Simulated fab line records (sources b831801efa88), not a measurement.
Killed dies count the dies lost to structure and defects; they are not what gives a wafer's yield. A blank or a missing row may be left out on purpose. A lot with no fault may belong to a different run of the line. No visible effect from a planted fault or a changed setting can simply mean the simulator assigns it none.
Comparing a struck lot with a sound one -- flow sky130 -- 35 out of 708 route steps
Sound: wafers L703.2, L703.3, L703.4. The struck wafers were L701.1, L701.2, L701.3. Last of all comes the cause.
At each step with rows: each side's tool, then ch and its chambers, then its first start. Under that, the readings that differ: sound wafers -- struck wafers -- difference of the means -- sigmas: that difference in standard deviations of wafers without a fault.
alike: same words and numbers on both sides, and readings whose means sit less than 2 such deviations apart. not compared: any withheld reading, any reading some wafer has no value for, any bound like >300 that may hide the same value, and any number with overlapping values for which the record gives no deviation.
A row with sigmas, a row that says differs or no value, or rows on one side alone: a step with any of these is where the two part. Numbers that have no deviation but don't overlap get no sigmas and don't part them. A reading missing from all wafers of one side parts the sides only when that side holds two or more wafers.

first, 10 steps without rows for these wafers: SKY_POLY_CUT_ETCH_10 (etches BARC in N2/H2, stops on SiO2, time 45.9 s, target depth 60 nm); SKY_POLY_CUT_ETCH_11 (etches Si3N4 in CF4/CH2F2/Ar, stops on poly-Si, time 42.5 s, target depth 60 nm); SKY_POLY_CUT_STRIP_12 (strips in O2/N2); SKY_SD_P_DEHYDRATE_00 (time 60 s); SKY_SD_P_HMDS_01 (prime time 60 s); SKY_SD_P_COAT_02 (resist thk 1140 nm); SKY_SD_P_SOFTBAKE_03 (time 60 s); SKY_SD_P_EXPOSE_04 (exposes mask PSDM, target cd 380 nm); SKY_SD_P_PEB_05; SKY_SD_P_DEVELOP_06 (develop time 60 s).
SKY_SD_P_IMPLANT_09:
  sound on implanter-03 ch 0, day 31 15:48; struck on implanter-01 ch 0, day 30 21:19
reading,sound,struck,difference,sigmas
beam-energy-keV,20.002 20.001 20.001,18.760 18.771 18.777,-1.232,-99 or more
model.implant.rp-nm (nm),17.81 17.81 17.81,16.66 16.66 16.66,-1.15,
model.implant.drp-nm (nm),9.746 9.746 9.746,9.319 9.319 9.319,-0.427,
SKY_SD_P_STRIP_10: strips in O2/N2.
  sound on plasma-asher-02 ch 0,1, day 31 15:55; struck on plasma-asher-04 ch 0,1, day 30 21:28
reading,sound,struck,difference,sigmas
strip-time-to-endpoint-s (s),17.47 17.48 17.51,17.34 17.30 17.31,-0.17,-5
  alike: drypump-motor-current-A, n2-flow-sccm, oes-product-au
  not compared: rf-hours-counter-h
then, 21 steps without rows for these wafers: SKY_RES_XHIGH_DEHYDRATE_00 (time 60 s); SKY_RES_XHIGH_HMDS_01 (prime time 60 s); SKY_RES_XHIGH_COAT_02 (resist thk 1140 nm); SKY_RES_XHIGH_SOFTBAKE_03 (time 60 s); SKY_RES_XHIGH_EXPOSE_04 (exposes mask URPM, target cd 1270 nm); SKY_RES_XHIGH_PEB_05; SKY_RES_XHIGH_DEVELOP_06 (develop time 60 s); SKY_RES_XHIGH_IMPLANT_07; SKY_RES_XHIGH_STRIP_08 (strips in O2/N2); SKY_SD_N_DEHYDRATE_00 (time 60 s); SKY_SD_N_HMDS_01 (prime time 60 s); SKY_SD_N_COAT_02 (resist thk 1140 nm); SKY_SD_N_SOFTBAKE_03 (time 60 s); SKY_SD_N_EXPOSE_04 (exposes mask NSDM, target cd 380 nm); SKY_SD_N_PEB_05; SKY_SD_N_DEVELOP_06 (develop time 60 s); SKY_SD_N_IMPLANT_09; SKY_SD_N_IMPLANT_10; SKY_SD_N_STRIP_11 (strips in O2/N2); SKY_SD_N_CLEAN_13 (cleans in SC1/SC2, time 150 s); SKY_SD_N_RTA_14 (time 2 s).
-- the record jumps here: 2 days lie between the struck wafers' starts before and after --
SKY_SD_N_RS_MEAS_17: uses a four-point probe to measure.
  sound: film-metro-02 at day 33 22:35; struck: film-metro-01 at day 33 03:56
reading,sound,struck,difference,sigmas
SD_P_RS (ohm/sq),146.1 146.4 146.5,151.7 151.0 151.4,+5.0,+10
-- record jumps: 16 days separate the struck wafers' starts on either side; left off in module SD_N, taken up again in module PAD_OPEN, whose first shown step is the route's number 708 --
SKY_PAD_OPEN_PROBE_99:
  sound: prober-02 at day 50 06:05; struck: prober-01 at day 49 14:52
reading,sound,struck,difference,sigmas
model.etest.res-pdiff-hv.rs-ohm-sq,187.2 186.4 186.4,194.9 195.5 197.3,+9.2,
model.etest.res-pdiff.rs-ohm-sq,193.9 195.2 194.4,199.9 200.7 200.7,+5.9,
  alike: killed_at_M0_to_M3, killed_at_M4_up, killed-at-contacts, killed-at-front-end, killed-at-other, killed-dies, killed-open, killed-short

== WHERE THEY PART ==
Last at SKY_SD_N_RS_MEAS_17 as far as this record goes, first at SKY_SD_P_IMPLANT_09. Later steps at which nothing parts them and some readings are alike: SKY_PAD_OPEN_PROBE_99.

WHY: what had been put in by the simulator
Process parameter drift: implanter-01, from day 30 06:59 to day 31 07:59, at SKY_SD_P_IMPLANT_09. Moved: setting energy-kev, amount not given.
